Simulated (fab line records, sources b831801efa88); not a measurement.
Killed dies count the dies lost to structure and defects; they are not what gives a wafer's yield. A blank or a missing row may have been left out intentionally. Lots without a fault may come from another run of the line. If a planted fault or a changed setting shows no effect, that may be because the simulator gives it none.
A struck lot beside a sound one ; flow sky130 ; 32 out of 708 route steps
Sound: wafers L255.2, L255.4, L255.6. Wafers struck: L264.3, L264.4, L264.6. The cause is named last.
Order at every step that has rows: each side's tool, ch and its chambers, its first start. Under that, the readings that differ: sound wafers ; struck wafers ; difference of the means ; sigmas: that difference in standard deviations of wafers without a fault.
alike: same words and numbers on both sides, and readings whose means sit less than 2 such deviations apart. not compared: any withheld reading, any reading some wafer has no value for, any bound like >300 that may hide the same value, and any number with overlapping values for which the record gives no deviation.
The two part at a step that has a row with sigmas, a row that says differs or no value, or rows on one side only. When numbers do not overlap yet have no deviation, they are printed without sigmas and do not part them. Lack of a reading on every wafer of one side parts them only where that side has two or more wafers.

SKY_PWDE_OVL_MEAS_07:
  sound: overlay-01 at day 4 20:34; struck: overlay-01 at day 6 19:34
  alike: PWDE_OVL
next, for these wafers, 1 step has no rows: SKY_PWDE_IMPLANT_08.
SKY_PWDE_STRIP_09: strips in O2/N2.
  sound on plasmaAsher-01 ch 0,1, day 4 20:44; struck on plasmaAsher-02 ch 0,1, day 6 19:47
  alike: drypumpMotorCurrentA, oesProductAu, stripTimeToEndpointS
  not compared: rfHoursCounterH
SKY_PWDE_TW_MEAS_10:
  sound: filmMetro-01 at day 4 20:51; struck: filmMetro-01 at day 6 19:52
  alike: PWDE_TW
then, 7 steps without rows for these wafers: SKY_NWELL_DEHYDRATE_03 (time 60 s); SKY_NWELL_HMDS_04 (prime time 60 s); SKY_NWELL_COAT_05 (resist thk 3000 nm); SKY_NWELL_SOFTBAKE_06; SKY_NWELL_EXPOSE_07 (exposes mask NWM, target cd 840 nm); SKY_NWELL_PEB_08; SKY_NWELL_DEVELOP_09 (develop time 60 s).
SKY_NWELL_OVL_MEAS_10:
  sound: overlay-01 at day 5 13:49; struck: overlay-02 at day 7 15:47
  alike: NWELL_00_OVL
SKY_NWELL_IMPLANT_11:
  sound on implanter-01 ch 0, day 5 13:52; struck on implanter-01 ch 0, day 7 15:52
reading;sound;struck;difference;sigmas
beamEnergyKeV;400.04 400.17 400.05;386.44 386.44 386.41;-13.66;-99 or more
model.implant.rpNm (nm);509 509 509;501 501 501;-8;
model.implant.drpNm (nm);116.9 116.9 116.9;114.8 114.8 114.8;-2.1;
then, 2 steps without rows for these wafers: SKY_NWELL_IMPLANT_12; SKY_NWELL_IMPLANT_13.
SKY_NWELL_STRIP_14: strips in O2/N2.
  sound on plasmaAsher-04 ch 0,1, day 5 14:17; struck on plasmaAsher-03 ch 0,1, day 7 16:17
  alike: drypumpMotorCurrentA, oesProductAu, stripTimeToEndpointS
  not compared: rfHoursCounterH
SKY_NWELL_TW_MEAS_15:
  sound: filmMetro-03 at day 5 14:24; struck: filmMetro-03 at day 7 16:23
  alike: NWELL_TW
then, 7 steps without rows for these wafers: SKY_NWELL_DEHYDRATE_16 (time 60 s); SKY_NWELL_HMDS_17 (prime time 60 s); SKY_NWELL_COAT_18 (resist thk 3000 nm); SKY_NWELL_SOFTBAKE_19; SKY_NWELL_EXPOSE_20 (exposes mask NWM COMPLEMENT, target cd 840 nm); SKY_NWELL_PEB_21; SKY_NWELL_DEVELOP_22 (develop time 60 s).
SKY_NWELL_OVL_MEAS_23:
  sound: overlay-01 at day 6 08:14; struck: overlay-01 at day 8 12:18
  alike: NWELL_01_OVL
next, for these wafers, 1 step has no rows: SKY_NWELL_IMPLANT_24.
SKY_NWELL_STRIP_25: strips in O2/N2.
  sound on plasmaAsher-03 ch 0,1, day 6 08:25; struck on plasmaAsher-03 ch 0,1, day 8 12:31
reading;sound;struck;difference;sigmas
stripTimeToEndpointS (s);36.94 37.04 37.08;36.75 36.73 36.71;-0.29;-2
  alike: drypumpMotorCurrentA, oesProductAu
  not compared: rfHoursCounterH
SKY_NWELL_TW_MEAS_26:
  sound: filmMetro-03 at day 6 08:31; struck: filmMetro-02 at day 8 12:35
reading;sound;struck;difference;sigmas
NWELL_2_TW;503.5 502.6 503.9;510.4 510.1 510.3;+6.9;+3
then, 1 step without rows for these wafers: SKY_NWELL_CLEAN_27 (cleans in SC1/SC2, time 150 s).
SKY_NWELL_RTA_28: time 30 s.
  sound on rtpAnneal-01 ch 0, day 6 08:40; struck on rtpAnneal-02 ch 0, day 8 12:43
  alike: lampPowerPct, wafer_temp_C_max
SKY_NWELL_RS_MEAS_29: uses a four-point probe to measure.
  sound: filmMetro-01 at day 6 08:51; struck: filmMetro-01 at day 8 12:49
reading;sound;struck;difference;sigmas
NWELL_RS (ohm/sq);622.3 623.9 622.8;629.0 631.2 629.8;+7.0;+4
-- the record jumps here: 40 days lie between the struck wafers' starts before and after (it left off in module NWELL and takes up again in module PAD_OPEN, whose first step shown is number 708 of the route) --
SKY_PAD_OPEN_PROBE_99:
  sound: prober-01 at day 46 11:58; struck: prober-02 at day 48 19:10
reading;sound;struck;difference;sigmas
model.etest.resNwell.rsOhmSq;908.7 886.2 909.6;914.4 938 916;+21.3;
  alike: killed_at_M0_to_M3, killed_at_M4_up, killedAtContacts, killedAtFrontEnd, killedAtOther, killedDies, killedOpen, killedShort
  not compared: model.etest.resNwell.lineOhmUm

== WHERE THEY PART ==
At SKY_NWELL_IMPLANT_11 first; at SKY_NWELL_RS_MEAS_29 last (within this record only). Later steps at which nothing parts them and some readings are alike: SKY_PAD_OPEN_PROBE_99.

WHY: whatever the simulator had introduced
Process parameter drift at SKY_NWELL_IMPLANT_11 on implanter-01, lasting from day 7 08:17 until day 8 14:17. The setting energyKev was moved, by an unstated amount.
